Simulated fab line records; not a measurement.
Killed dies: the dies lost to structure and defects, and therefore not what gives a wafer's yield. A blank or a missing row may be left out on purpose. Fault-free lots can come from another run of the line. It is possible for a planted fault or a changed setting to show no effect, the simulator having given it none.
Split-lot trial | flow gf180mcu | on a route of 602 steps: 5 lots, 23 wafers read

## THE SPLIT
At GF_V2_PEB_12 (peb time 90 s), the setting pebTimeS was moved away from the recipe's 90 s on 9 of the 23 wafers read, by -14.3% to +12.7%. All remaining wafers had this setting at the recipe value.

## FROM THE SPLIT ON TO THE READING: in between, the file shows 1 step
- GF_V2_DEVELOP_13: develop time 60 s

## THE READING
Shown in nm: cdNm at GF_V2_CD_MEAS_14, with target cd 260 nm. On this fab line, fault-free wafers typically give 260.1 nm with a standard deviation of 1.3 nm.

wafer  | tool, chamber at the split | pebTimeS as run, s | against the recipe | cdNm, nm | against lot-mates on the recipe
L074.1 | lithoTrack-01, 0           | 90                 | recipe             | 261.4    | -
L074.2 | lithoTrack-01, 0           | 90                 | recipe             | 260.2    | -
L074.3 | lithoTrack-01, 0           | 77.1               | -14.3%             | 257.3    | -3.5
L074.4 | lithoTrack-01, 0           | 77.1               | -14.3%             | 257.2    | -3.6
L074.5 | lithoTrack-01, 0           | 77.1               | -14.3%             | 255.8    | -5.0
L078.1 | lithoTrack-03, 0           | 90                 | recipe             | 258.8    | -
L078.3 | lithoTrack-03, 0           | 90                 | recipe             | 259.4    | -
L078.4 | lithoTrack-03, 0           | 90                 | recipe             | 257.9    | -
L078.5 | lithoTrack-03, 0           | 90                 | recipe             | 258.7    | -
L078.6 | lithoTrack-03, 0           | 90                 | recipe             | 259.8    | -
L082.1 | lithoTrack-03, 0           | 79.4               | -11.8%             | 256.8    | -2.1
L082.3 | lithoTrack-03, 0           | 90                 | recipe             | 258.8    | -
L082.4 | lithoTrack-03, 0           | 90                 | recipe             | 259.0    | -
L082.5 | lithoTrack-03, 0           | 79.4               | -11.8%             | 256.1    | -2.8
L082.6 | lithoTrack-03, 0           | 79.4               | -11.8%             | 255.2    | -3.7
L084.1 | lithoTrack-01, 0           | 101.4              | +12.7%             | 263.4    | +1.8
L084.3 | lithoTrack-01, 0           | 101.4              | +12.7%             | 262.5    | +0.9
L084.4 | lithoTrack-01, 0           | 90                 | recipe             | 261.7    | -
L084.5 | lithoTrack-01, 0           | 90                 | recipe             | 261.5    | -
L084.6 | lithoTrack-01, 0           | 101.4              | +12.7%             | 264.4    | +2.8
L085.3 | lithoTrack-01, 0           | 90                 | recipe             | 260.0    | -
L085.5 | lithoTrack-01, 0           | 90                 | recipe             | 261.0    | -
L085.6 | lithoTrack-01, 0           | 90                 | recipe             | 260.5    | -

FIT RESULTS
A straight line over all 23 wafers: cdNm changes by +0.269 nm for each +1% of pebTimeS; r = +0.89; the points scatter about the line by 1.1 nm.
The same after taking each lot's own level away (the mean of its wafers on the recipe; 23 wafers): +0.22 nm for each +1%; r = +0.93; scatter 0.74 nm.
Per that fit: largest pebTimeS move, reading shift of 3.2 nm.
Measured against the standard deviation above, the lots' own levels, which go from 258.90 to 261.60 nm, span 2.1 times it.
So the slope is not independent of the lot-to-lot level: the two fits are not the same.
Check: with one of the wafers moved furthest among these (-14.3%) left out of the fit, the line predicts -3.42 nm for it against its lot-mates. Against them it came out at -3.5 nm.

## ADDITIONAL SPLITS CARRIED BY THESE WAFERS
Note: prior to the reading, these wafers also went through further splits. Each is held against what the fit with the lots' levels taken away leaves over:
other split on the same wafers     | wafers away from the commonest value | r with cdNm (lot level and that fit taken away)
GF_V1_PEB_12 pebTempC              | 5                                    | +0.31
GF_V1_SPUTTER_21 powerW            | 8                                    | +0.16
GF_M2_SPUTTER_00 chamberPressurePa | 15                                   | +0.25
GF_V2_CMP_04 leaveAboveRefNm       | 10                                   | +0.30

## THE FILE'S OWN FIT
cdNm changes by +0.229 nm for each +1% of pebTimeS, r = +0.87.
